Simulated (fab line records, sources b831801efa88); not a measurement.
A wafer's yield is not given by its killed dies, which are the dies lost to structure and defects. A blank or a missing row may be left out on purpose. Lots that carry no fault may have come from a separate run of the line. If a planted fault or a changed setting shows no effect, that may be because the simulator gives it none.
Which of the tools did it? / flow sky130 / 12 lots with 36 wafers sampled at 3 steps, on a route of 708 steps

== WHAT THE GAUGES READ, wafer by wafer ==
SKY_SONOS_ONO_THK_MEAS_01.
lot=L823; measured=day 11 21:02; on=film metro-04; SONOS_ONO_OXIDATION_THK (nm)=2.56 2.46 2.54
lot=L824; measured=day 11 22:46; on=film metro-03; SONOS_ONO_OXIDATION_THK (nm)=2.56 2.52 2.42
lot=L826; measured=day 12 20:04; on=film metro-03; SONOS_ONO_OXIDATION_THK (nm)=2.63 2.69 2.68
lot=L831; measured=day 14 10:59; on=film metro-03; SONOS_ONO_OXIDATION_THK (nm)=2.84 2.79 2.81
lot=L837; measured=day 16 08:31; on=film metro-03; SONOS_ONO_OXIDATION_THK (nm)=2.61 2.62 2.52
lot=L838; measured=day 16 11:35; on=film metro-04; SONOS_ONO_OXIDATION_THK (nm)=2.57 2.58 2.56
lot=L839; measured=day 17 05:34; on=film metro-04; SONOS_ONO_OXIDATION_THK (nm)=2.62 2.66 2.62
lot=L840; measured=day 18 05:05; on=film metro-02; SONOS_ONO_OXIDATION_THK (nm)=2.65 2.68 2.60
lot=L841; measured=day 18 08:12; on=film metro-03; SONOS_ONO_OXIDATION_THK (nm)=2.54 2.61 2.58
lot=L842; measured=day 18 10:18; on=film metro-04; SONOS_ONO_OXIDATION_THK (nm)=2.66 2.64 2.65
lot=L843; measured=day 18 16:16; on=film metro-03; SONOS_ONO_OXIDATION_THK (nm)=2.59 2.60 2.60
lot=L844; measured=day 18 23:21; on=film metro-03; SONOS_ONO_OXIDATION_THK (nm)=2.56 2.49 2.46

SKY_VIA1_BOW_MEAS_03.
lot=L823; measured=day 33 00:41; on=film metro-04; VIA1_BOW (um)=77 67 65
lot=L824; measured=day 33 11:31; on=film metro-03; VIA1_BOW (um)=93 70 80
lot=L826; measured=day 34 06:32; on=film metro-04; VIA1_BOW (um)=78 100 85
lot=L831; measured=day 35 21:20; on=film metro-04; VIA1_BOW (um)=77 72 71
lot=L837; measured=day 37 14:31; on=film metro-01; VIA1_BOW (um)=73 70 72
lot=L838; measured=day 37 19:46; on=film metro-01; VIA1_BOW (um)=83 70 84
lot=L839; measured=day 38 09:12; on=film metro-04; VIA1_BOW (um)=87 78 83
lot=L840; measured=day 39 05:54; on=film metro-01; VIA1_BOW (um)=86 80 85
lot=L841; measured=day 39 09:18; on=film metro-04; VIA1_BOW (um)=79 72 72
lot=L842; measured=day 39 11:20; on=film metro-01; VIA1_BOW (um)=80 82 86
lot=L843; measured=day 39 15:55; on=film metro-01; VIA1_BOW (um)=90 83 76
lot=L844; measured=day 39 22:31; on=film metro-04; VIA1_BOW (um)=95 71 72

== WHAT TOOL EACH LOT RAN ON (gives the tool, then ch and the chambers of the sampled wafers, and finally the start) ==
lot=L823; SKY_SONOS_ONO_OXIDATION_00=furnace-01 ch 0, day 11 19:41
lot=L824; SKY_SONOS_ONO_OXIDATION_00=furnace-02 ch 0, day 11 21:26
lot=L826; SKY_SONOS_ONO_OXIDATION_00=furnace-01 ch 0, day 12 18:42
lot=L831; SKY_SONOS_ONO_OXIDATION_00=furnace-01 ch 0, day 14 09:38
lot=L837; SKY_SONOS_ONO_OXIDATION_00=furnace-02 ch 0, day 16 07:10
lot=L838; SKY_SONOS_ONO_OXIDATION_00=furnace-02 ch 0, day 16 10:15
lot=L839; SKY_SONOS_ONO_OXIDATION_00=furnace-02 ch 0, day 17 04:13
lot=L840; SKY_SONOS_ONO_OXIDATION_00=furnace-02 ch 0, day 18 03:43
lot=L841; SKY_SONOS_ONO_OXIDATION_00=furnace-02 ch 0, day 18 06:51
lot=L842; SKY_SONOS_ONO_OXIDATION_00=furnace-01 ch 0, day 18 08:56
lot=L843; SKY_SONOS_ONO_OXIDATION_00=furnace-01 ch 0, day 18 14:56
lot=L844; SKY_SONOS_ONO_OXIDATION_00=furnace-02 ch 0, day 18 21:59
- SKY_SONOS_ONO_OXIDATION_00: stabilise 600 s, purge 300 s, target thk 2.6 nm.

== WHAT THE TOOLS THEMSELVES READ (means of the sampled wafers that have a number; where no wafer has one, the mark that the record gives instead) ==
SKY_SONOS_ONO_OXIDATION_00.
lot=L823; tool=furnace-01; spike tc top C (C)=808; zone power lower pct (%)=12.1
lot=L824; tool=furnace-02; spike tc top C (C)=818; zone power lower pct (%)=16.0
lot=L826; tool=furnace-01; spike tc top C (C)=808; zone power lower pct (%)=12.2
lot=L831; tool=furnace-01; spike tc top C (C)=807; zone power lower pct (%)=12.2
lot=L837; tool=furnace-02; spike tc top C (C)=815; zone power lower pct (%)=15.9
lot=L838; tool=furnace-02; spike tc top C (C)=816; zone power lower pct (%)=15.7
lot=L839; tool=furnace-02; spike tc top C (C)=817; zone power lower pct (%)=15.8
lot=L840; tool=furnace-02; spike tc top C (C)=816; zone power lower pct (%)=15.7
lot=L841; tool=furnace-02; spike tc top C (C)=817; zone power lower pct (%)=15.9
lot=L842; tool=furnace-01; spike tc top C (C)=807; zone power lower pct (%)=12.1
lot=L843; tool=furnace-01; spike tc top C (C)=808; zone power lower pct (%)=12.3
lot=L844; tool=furnace-02; spike tc top C (C)=817; zone power lower pct (%)=15.8

== THE ANSWER, worked out from the rows above alone ==
Rule: the lots themselves supply what counts as usual. The widest of any qualifying gaps counts: lots, ordered by their means at a reading, are off when they make up no more than a third of the lots, leave a main group of 4 or more, and stand apart from it by 3 or more times the standard deviation of that group's means. Not used: any main group whose means are identical at the precision the tables above print for the reading. A lot without any number at a reading at which 4 lots or more have one is off too. All remaining lots with rows at the step are treated as sound. After the gauges, taken in route order, come the tools' own readings; for these a lot's mean is taken, as printed above. At the first step where some lot is off, the reading lying furthest off is the one used; lots without a number count as furthest.
Across all readings shown, no lot is off: no conclusion can be drawn from this.

== WHAT HAD BEEN PUT IN BY THE SIMULATOR ==
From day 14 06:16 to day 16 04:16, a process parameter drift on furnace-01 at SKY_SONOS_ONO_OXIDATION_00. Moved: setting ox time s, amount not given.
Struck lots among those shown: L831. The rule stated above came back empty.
